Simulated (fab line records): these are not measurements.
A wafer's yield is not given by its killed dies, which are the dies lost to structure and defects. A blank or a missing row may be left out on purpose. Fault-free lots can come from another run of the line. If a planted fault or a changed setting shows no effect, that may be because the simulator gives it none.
fab line records ; flow sfqLine ; part 2 of 2: steps 26 to 34 of 34
record: lots: 5; wafers: 15; lastDay: 100
route steps=325 shown JJ@183 M5@198 A5B@209 R5@212
lots with no fault: from the same line, run without faults
startH: hours from the record's first day to the start of the lot's first wafer shown ; waitH: hours from the lot's prior step to this one ; " as in the row above ; L1.1+2: one row covering several wafers at once ; - no value present, or no start provided ; * or withheld: withheld ; < > ~ a bound
route shown NAME@n: a module of which the file shows steps, and the number in the route of the first ; usual: mean/standard deviation taken from wafers without a fault ; same: alike in all rows ; chamber/n: place in a boat ; sites: the reading at each site ; _std_site: standard deviation across them ; _edge_site: inner sites' mean taken away from outer sites' mean ; radiusMm: how far each site lies from the wafer's centre ; mask NAME#n: copy n ; behind: the tool/chamber that last shaped the wafer ; hold: the reason the lot was held/the length of the hold in hours/how it ended ; device: names the non-switching transistor (n, p or np) ; end of line: at the end of the route, the tests of the same wafers ; where a step has no rows: the recipe by itself ; killed: not the wafer's yield, but the dies lost to structure and defects at the first sort ; map: per-die view of a wafer (x killed, . not killed, _ where there is no die)
set.NAME: the setting the step ran with; set.NAME@STEP: the setting that earlier step ran with ; model.NAME: the simulator's own value behind a step, which no gauge read
lots at some steps of the route; a table a step, a row a wafer
services: from which hour (startH, from the record's first day; less than 0 if before it) a tool's chamber was out of use, for how many hours, and why
== steps ==
step: SFQ_TRILAYER_A5B_DEP_PECVD_129
recipe: material: SiO2; tempC: 150; timeS: 133.33; pressureTorr: 2.4; rfW: 183.3; precursor: SiH4/N2O; targetThkNm: 600
usual: heaterPowerW: 87/11; throttleValvePct: 23.9/1.1
lot.wafer;tool;chamber;startH;waitH;heaterPowerW;throttleValvePct
L076.1;pecvd-01;1;1513.35;0.0;84;25.4
L076.3;pecvd-01;0;1513.35;0.0;96;26.0
L076.5;pecvd-01;1;1513.35;0.0;86;25.6
L077.1;pecvd-03;0;1521.40;0.0;89;23.7
L077.4;pecvd-03;0;1521.40;0.0;96;23.8
L077.5;pecvd-03;2;1521.40;0.0;101;23.0
L082.3;pecvd-04;1;1636.26;0.0;71;24.4
L082.5;pecvd-04;2;1636.26;0.0;74;22.8
L082.6;pecvd-04;1;1636.26;0.0;58;23.9
L089.1;pecvd-04;0;1680.31;0.0;90;23.7
L089.5;pecvd-04;1;1680.31;0.0;57;24.7
L089.6;pecvd-04;0;1680.31;0.0;96;23.7
L095.1;pecvd-03;2;1705.64;0.0;101;23.2
L095.5;pecvd-03;1;1705.64;0.0;76;22.9
L095.6;pecvd-03;0;1705.64;0.0;101;24.6
step: SFQ_TRILAYER_A5B_CMP_CMP_130
recipe: stopOn: Nb; downForcePsi: 3; platenRpm: 60; targetThkNm: 340.7
usual: motorCurrentA: 10.4/0.74
lot.wafer;tool;chamber;startH;waitH;motorCurrentA
L076.3;cmp-01;2;1516.81;3.4;9.5
L076.1;cmp-01;3;1516.81;3.4;9.9
L076.5;cmp-01;2;1518.81;5.4;9.1
L077.1;cmp-01;0;1523.31;1.9;9.7
L077.4;cmp-01;1;1523.31;1.9;11.2
L077.5;cmp-01;0;1525.31;3.8;10.2
L082.3;cmp-01;0;1647.56;11.3;9.9
L082.5;cmp-01;1;1647.56;11.3;11.2
L082.6;cmp-01;2;1647.56;11.3;9.3
L089.1;cmp-02;3;1680.90;0.5;11.1
L089.5;cmp-02;2;1682.40;2.0;10.9
L089.6;cmp-02;3;1682.40;2.0;12.0
L095.1;cmp-02;0;1705.73;0.0;11.0
L095.6;cmp-02;0;1707.73;2.0;10.6
L095.5;cmp-02;1;1707.73;2.0;10.7
step: SFQ_TRILAYER_A5B_METRO_MEASURE_131
usual: thkNm: 341/6
lot.wafer;tool;chamber;startH;waitH;thkNm
L076.1;filmMetro-02;-;1519.81;2.0;329
L076.3;filmMetro-02;-;1519.81;2.0;338
L076.5;filmMetro-02;-;1519.81;2.0;334
L077.1;filmMetro-04;-;1525.81;2.0;338
L077.4;filmMetro-04;-;1525.81;2.0;340
L077.5;filmMetro-04;-;1525.81;2.0;343
L082.3;filmMetro-03;-;1649.46;1.4;352
L082.5;filmMetro-03;-;1649.46;1.4;345
L082.6;filmMetro-03;-;1649.46;1.4;344
L089.1;filmMetro-03;-;1683.40;2.0;346
L089.5;filmMetro-03;-;1683.40;2.0;344
L089.6;filmMetro-03;-;1683.40;2.0;348
L095.1;filmMetro-04;-;1708.73;2.5;350
L095.5;filmMetro-04;-;1708.73;2.5;343
L095.6;filmMetro-04;-;1708.73;2.5;357
step: SFQ_TRILAYER_R5_DEP_SPUTTER_132
recipe: material: Ti; basePressurePa: 1.33e-06; targetThkNm: 5; powerW: 2000; timeS: 5; chamberPressurePa: 0.4
usual: throttleValvePct: 30.3/1.1
lot.wafer;tool;chamber;startH;waitH;throttleValvePct
L076.1;pvdSputter-06;-;1521.01;1.0;30.0
L076.3;pvdSputter-06;-;1521.01;1.0;30.5
L076.5;pvdSputter-06;-;1521.01;1.0;29.7
L077.1;pvdSputter-03;-;1527.01;1.0;30.4
L077.4;pvdSputter-03;-;1527.01;1.0;29.4
L077.5;pvdSputter-03;-;1527.01;1.0;30.1
L082.3;pvdSputter-03;-;1650.26;0.6;30.5
L082.5;pvdSputter-03;-;1650.26;0.6;31.0
L082.6;pvdSputter-03;-;1650.26;0.6;29.9
L089.1;pvdSputter-06;-;1684.60;1.0;30.3
L089.5;pvdSputter-06;-;1684.60;1.0;29.6
L089.6;pvdSputter-06;-;1684.60;1.0;30.6
L095.1;pvdSputter-05;-;1709.93;1.0;30.9
L095.5;pvdSputter-05;-;1709.93;1.0;29.5
L095.6;pvdSputter-05;-;1709.93;1.0;28.4
step: SFQ_TRILAYER_R5_DEP_SPUTTER_133
recipe: material: MoNx; basePressurePa: 1.33e-06; targetThkNm: 40; powerW: 1000; timeS: 66.7; chamberPressurePa: 0.4
usual: throttleValvePct: 30.3/1.1
lot.wafer;tool;chamber;startH;waitH;throttleValvePct
L076.1;pvdSputter-06;-;1521.03;0.0;29.8
L076.3;pvdSputter-06;-;1521.03;0.0;30.3
L076.5;pvdSputter-06;-;1521.03;0.0;29.4
L077.1;pvdSputter-03;-;1527.03;0.0;30.5
L077.4;pvdSputter-03;-;1527.03;0.0;29.4
L077.5;pvdSputter-03;-;1527.03;0.0;30.0
L082.3;pvdSputter-03;-;1650.28;0.0;30.2
L082.5;pvdSputter-03;-;1650.28;0.0;30.9
L082.6;pvdSputter-03;-;1650.28;0.0;29.6
L089.1;pvdSputter-06;-;1684.62;0.0;30.4
L089.5;pvdSputter-06;-;1684.62;0.0;29.6
L089.6;pvdSputter-06;-;1684.62;0.0;30.5
L095.1;pvdSputter-05;-;1709.95;0.0;30.8
L095.5;pvdSputter-05;-;1709.95;0.0;29.5
L095.6;pvdSputter-05;-;1709.95;0.0;28.7
step: SFQ_TRILAYER_R5_DEP_SPUTTER_134
recipe: material: Ti; basePressurePa: 1.33e-06; targetThkNm: 5; powerW: 2000; timeS: 5; chamberPressurePa: 0.4
usual: throttleValvePct: 30.3/1.1
lot.wafer;tool;chamber;startH;waitH;throttleValvePct
L076.1;pvdSputter-06;-;1521.08;0.0;29.9
L076.3;pvdSputter-06;-;1521.08;0.0;30.3
L076.5;pvdSputter-06;-;1521.08;0.0;29.6
L077.1;pvdSputter-03;-;1527.08;0.0;30.5
L077.4;pvdSputter-03;-;1527.08;0.0;29.7
L077.5;pvdSputter-03;-;1527.08;0.0;30.1
L082.3;pvdSputter-03;-;1650.33;0.0;30.8
L082.5;pvdSputter-03;-;1650.33;0.0;30.9
L082.6;pvdSputter-03;-;1650.33;0.0;29.4
L089.1;pvdSputter-06;-;1684.68;0.0;30.5
L089.5;pvdSputter-06;-;1684.68;0.0;29.5
L089.6;pvdSputter-06;-;1684.68;0.0;30.3
L095.1;pvdSputter-05;-;1710.00;0.0;31.0
L095.5;pvdSputter-05;-;1710.00;0.0;29.1
L095.6;pvdSputter-05;-;1710.00;0.0;28.7
step: SFQ_R5_RS_MEAS_933
recipe: thkMeasGauge: four-point-probe; reads: Ti_of_TRILAYER_R5_DEP_SPUTTER_134+MoNx_of_TRILAYER_R5_DEP_SPUTTER_133+Ti_of_TRILAYER_R5_DEP_SPUTTER_132
usual: R5_MONX_RS: 7.07/0.083
lot.wafer;tool;chamber;startH;waitH;R5_MONX_RS[ohm/sq]
L076.1;filmMetro-01;-;1521.10;0.0;7.24
L076.3;filmMetro-01;-;1521.10;0.0;7.10
L076.5;filmMetro-01;-;1521.10;0.0;7.09
L077.1;filmMetro-01;-;1527.10;0.0;6.98
L077.4;filmMetro-01;-;1527.10;0.0;7.00
L077.5;filmMetro-01;-;1527.10;0.0;6.99
L082.3;filmMetro-04;-;1650.39;0.0;7.14
L082.5;filmMetro-04;-;1650.39;0.0;7.03
L082.6;filmMetro-04;-;1650.39;0.0;7.07
L089.1;filmMetro-02;-;1684.70;0.0;7.12
L089.5;filmMetro-02;-;1684.70;0.0;7.07
L089.6;filmMetro-02;-;1684.70;0.0;7.03
L095.1;filmMetro-02;-;1710.02;0.0;7.02
L095.5;filmMetro-02;-;1710.02;0.0;6.98
L095.6;filmMetro-02;-;1710.02;0.0;7.11
step: SFQ_R5_THK_MEAS_934
recipe: thkMeasGauge: xrf; reads: MoNx_of_TRILAYER_R5_DEP_SPUTTER_133
usual: R5_MONX_THK: 39.6/0.55
lot.wafer;tool;chamber;startH;waitH;R5_MONX_THK[nm]
L076.1;filmMetro-01;-;1521.22;0.1;39.1
L076.3;filmMetro-01;-;1521.22;0.1;39.6
L076.5;filmMetro-01;-;1521.22;0.1;39.8
L077.1;filmMetro-01;-;1527.22;0.1;40.3
L077.4;filmMetro-01;-;1527.22;0.1;40.0
L077.5;filmMetro-01;-;1527.22;0.1;40.3
L082.3;filmMetro-04;-;1650.49;0.1;38.9
L082.5;filmMetro-04;-;1650.49;0.1;39.5
L082.6;filmMetro-04;-;1650.49;0.1;39.4
L089.1;filmMetro-02;-;1684.82;0.1;39.3
L089.5;filmMetro-02;-;1684.82;0.1;39.8
L089.6;filmMetro-02;-;1684.82;0.1;40.0
L095.1;filmMetro-02;-;1710.14;0.1;40.2
L095.5;filmMetro-02;-;1710.14;0.1;40.2
L095.6;filmMetro-02;-;1710.14;0.1;39.6
step: SFQ_TRILAYER_R5_LITHO_COAT_141
recipe: resist: BARC; spinRpm: 3000; resistThkNm: 62
usual: chillPlateTempC: 22.99/0.11
lot.wafer;tool;chamber;startH;waitH;chillPlateTempC
L076.1;lithoTrack-02;0;1521.28;0.1;23.09
L076.3;lithoTrack-02;0;1521.28;0.1;22.98
L076.5;lithoTrack-02;0;1521.28;0.1;23.16
L077.1;lithoTrack-02;0;1527.28;0.1;22.96
L077.4;lithoTrack-02;0;1527.28;0.1;22.90
L077.5;lithoTrack-02;0;1527.28;0.1;23.12
L082.3;lithoTrack-02;0;1650.63;0.1;23.18
L082.5;lithoTrack-02;0;1650.63;0.1;23.19
L082.6;lithoTrack-02;0;1650.63;0.1;23.05
L089.1;lithoTrack-03;0;1684.88;0.1;22.96
L089.5;lithoTrack-03;0;1684.88;0.1;22.84
L089.6;lithoTrack-03;0;1684.88;0.1;22.96
L095.1;lithoTrack-03;0;1710.20;0.1;22.82
L095.5;lithoTrack-03;0;1710.20;0.1;22.91
L095.6;lithoTrack-03;0;1710.20;0.1;22.98
== services ==
tool;chamber;startH;hours;kind
rieMetal-02;-;1366.26;2.8;pm
krfScanner-01;-;1372.72;1.1;repair
rieMetal-02;1;1373.43;2.6;repair
wetBench-03;-;1375.83;3.6;repair
pvdSputter-06;-;1376.31;3.2;repair
krfScanner-01;-;1380.63;2.2;repair
rieMetal-04;0;1399.92;19.3;repair
krfScanner-01;-;1406.21;0.5;repair
krfScanner-02;-;1412.38;1.0;pm
krfScanner-02;-;1425.54;1.3;pm
rieMetal-01;-;1434.22;0.7;repair
krfScanner-01;-;1446.10;1.0;pm
rieMetal-01;-;1452.93;2.8;pm
krfScanner-02;-;1458.23;0.8;pm
rieMetal-02;1;1458.45;2.2;repair
krfScanner-01;-;1459.55;0.8;pm
rieMetal-02;0;1495.85;15.1;repair
rieMetal-01;-;1565.26;1.2;repair
rieMetal-04;0;1590.23;15.3;repair
pvdSputter-03;-;1592.08;5.6;repair
rieMetal-04;0;1630.51;16.6;repair
pvdSputter-03;-;1653.92;1.0;repair
rieMetal-02;-;1688.57;1.2;repair
pvdSputter-03;-;1705.73;11.2;repair
